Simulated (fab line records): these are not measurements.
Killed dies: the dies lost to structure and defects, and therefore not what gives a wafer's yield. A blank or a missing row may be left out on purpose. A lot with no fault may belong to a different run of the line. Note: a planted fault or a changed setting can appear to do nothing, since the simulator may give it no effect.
The tool behind it: which one?    flow sky130    Sampling: 12 lots, 36 wafers, 5 of 708 route steps

== WHAT EACH GAUGE READ, for each wafer ==
SKY_SONOS_TUNNEL_TW_MEAS_12. Usual: for SONOS_TUNNEL_TW the level is 197.9 and the standard deviation is 1.8.
lot   measured      on             SONOS_TUNNEL_TW    flag
L664  day 11 02:20  film_metro-04  199.3 200.3 199.6  
L665  day 11 16:47  film_metro-01  197.5 197.1 198.3  
L666  day 11 23:04  film_metro-03  197.4 197.3 198.9  
L668  day 12 10:31  film_metro-04  199.9 200.9 200.2  
L669  day 13 02:25  film_metro-03  195.9 195.8 195.3  
L673  day 14 03:49  film_metro-01  196.1 195.7 195.8  
L675  day 14 21:10  film_metro-04  200.4 198.8 200.4  
L680  day 16 15:17  film_metro-03  196.9 196.4 196.2  
L682  day 17 00:17  film_metro-04  199.2 199.9 199.1  
L684  day 17 23:17  film_metro-04  199.4 198.4 199.3  
L686  day 18 09:16  film_metro-01  199.1 199.6 199.4  
L687  day 18 21:44  film_metro-04  199.8 200.7 199.6  

SKY_GATE_OXIDE_THK_MEAS_02. Usual: for GATE_OXIDE_OXIDATION_00_THK the level is 10.22 nm and the standard deviation is 0.19.
lot   measured      on             GATE_OXIDE_OXIDATION_00_THK (nm)  flag
L664  day 12 12:08  film_metro-01  10.38 10.34 10.37                 
L665  day 13 00:31  film_metro-01  10.27 10.34 10.29                 
L666  day 13 10:02  film_metro-03  9.92 9.96 9.87                    
L668  day 13 21:02  film_metro-03  9.88 9.82 9.91                    
L669  day 15 06:09  film_metro-03  10.06 10.04 10.09                 
L673  day 15 14:45  film_metro-02  10.10 10.12 10.18                 
L675  day 16 06:49  film_metro-01  10.20 10.39 10.13                 
L680  day 18 07:37  film_metro-03  10.44 10.28 10.16                 
L682  day 18 12:55  film_metro-01  10.30 10.18 10.40                 
L684  day 19 13:44  film_metro-02  10.56 10.69 10.47                 
L686  day 20 02:26  film_metro-03  10.13 10.27 10.31                 
L687  day 20 13:04  film_metro-03  10.28 10.47 10.34                 

SKY_LDD_LDN_OVL_MEAS_07. Usual: for LDD_LDN_OVL the level is 0.6 nm and the standard deviation is 1.4.
lot   measured      on          LDD_LDN_OVL (nm)  flag
L664  day 22 12:06  overlay-01  1.1 0.2 -2.4      
L665  day 23 01:38  overlay-02  1.7 -0.5 0.2      
L666  day 23 08:44  overlay-02  -0.2 -2.4 -0.8    
L668  day 24 00:51  overlay-01  2.4 3.0 1.8       
L669  day 25 14:53  overlay-02  0.2 2.4 3.4       
L673  day 26 00:49  overlay-02  -0.1 0.5 0.7      
L675  day 26 15:34  overlay-01  -1.6 1.2 0.5      
L680  day 28 13:55  overlay-02  1.0 -0.9 2.1      
L682  day 28 20:49  overlay-02  -1.6 -0.2 0.0     
L684  day 29 15:11  overlay-02  1.3 0.5 1.9       
L686  day 30 03:59  overlay-02  1.3 -0.4 -0.8     
L687  day 30 14:01  overlay-02  0.3 -0.7 -2.2     

SKY_VIA1_THK_MEAS_01. Usual: for VIA1_HDPCVD_THK the level is 1030 nm and the standard deviation is 10.
lot   measured      on             VIA1_HDPCVD_THK (nm)  flag
L664  day 32 09:09  film_metro-04  1020 1021 1028        
L665  day 32 23:05  film_metro-04  1020 1017 1019        
L666  day 33 04:12  film_metro-01  1027 1021 1033        
L668  day 33 18:28  film_metro-01  1043 1036 1043        
L669  day 35 07:50  film_metro-01  1012 1222 1220        OFF
L673  day 35 16:31  film_metro-04  1223 1027 1220        OFF
L675  day 36 05:11  film_metro-01  1050 1050 1034        
L680  day 38 02:32  film_metro-04  1041 1035 1049        
L682  day 38 07:43  film_metro-02  1048 1044 1049        
L684  day 39 01:22  film_metro-04  1035 1047 1060        
L686  day 39 12:24  film_metro-04  1015 1019 1032        
L687  day 39 21:52  film_metro-01  1053 1038 1039        

== WHICH TOOL RAN EACH LOT (tool, then ch and the chambers of the sampled wafers, then the start) ==
lot   SKY_VIA1_HDPCVD_00
L664  hdpcvd-01 ch 1,2, day 32 09:01
L665  hdpcvd-01 ch 0,1,2, day 32 22:59
L666  hdpcvd-02 ch 1,2, day 33 04:05
L668  hdpcvd-01 ch 0,1,2, day 33 18:23
L669  hdpcvd-01 ch 0,2, day 35 07:44
L673  hdpcvd-01 ch 0,2, day 35 16:23
L675  hdpcvd-02 ch 0,1,2, day 36 05:04
L680  hdpcvd-01 ch 0,1, day 38 02:25
L682  hdpcvd-01 ch 0,1,2, day 38 07:37
L684  hdpcvd-01 ch 0,1,2, day 39 01:16
L686  hdpcvd-01 ch 0,2, day 39 12:17
L687  hdpcvd-01 ch 0,1,2, day 39 21:44
- SKY_VIA1_HDPCVD_00: deposits SiO2, target thk 1030 nm, time 171.7 s.

== AS READ BY THE TOOLS THEMSELVES (means over the sampled wafers that have a number; for cases with no such wafer, the mark the record gives instead) ==
SKY_VIA1_HDPCVD_00. Usual: sih4_flow_sccm at 60.03 sccm, with a standard deviation of 0.18.
lot   tool       sih4_flow_sccm (sccm)  flag
L664  hdpcvd-01  59.89                  
L665  hdpcvd-01  59.90                  
L666  hdpcvd-02  60.14                  
L668  hdpcvd-01  60.20                  
L669  hdpcvd-01  68.06                  OFF
L673  hdpcvd-01  68.06                  OFF
L675  hdpcvd-02  60.00                  
L680  hdpcvd-01  60.04                  
L682  hdpcvd-01  60.00                  
L684  hdpcvd-01  59.94                  
L686  hdpcvd-01  59.87                  
L687  hdpcvd-01  60.02                  

== THE ANSWER, worked out from the rows above alone ==
Rule: a lot counts as off when the mean over its wafers that have a number is more than 3 standard deviations away from the usual mean. A lot without any number at a reading at which 4 lots or more have one is off too. Where the step has rows for the other lots, those lots are counted as sound. First the gauges in route order, then the tools' own readings, where a lot's mean is used as printed above. The first step at which some lot is off is used, and at that step the reading that is off furthest; a lot without a number counts as furthest.
Off: L669, L673, at SKY_VIA1_THK_MEAS_01 (VIA1_HDPCVD_THK).
If a tool, at a process step before that reading, ran all the lots that are off and no sound lot after the first of them, it fits. Not tried: the gauges at SKY_VIA1_THK_MEAS_01; whatever is off there is also off at SKY_VIA1_HDPCVD_00, on other tools, and gauge error can't account for it. Not one of the candidates tried fits.

== WHAT HAD BEEN PUT IN BY THE SIMULATOR ==
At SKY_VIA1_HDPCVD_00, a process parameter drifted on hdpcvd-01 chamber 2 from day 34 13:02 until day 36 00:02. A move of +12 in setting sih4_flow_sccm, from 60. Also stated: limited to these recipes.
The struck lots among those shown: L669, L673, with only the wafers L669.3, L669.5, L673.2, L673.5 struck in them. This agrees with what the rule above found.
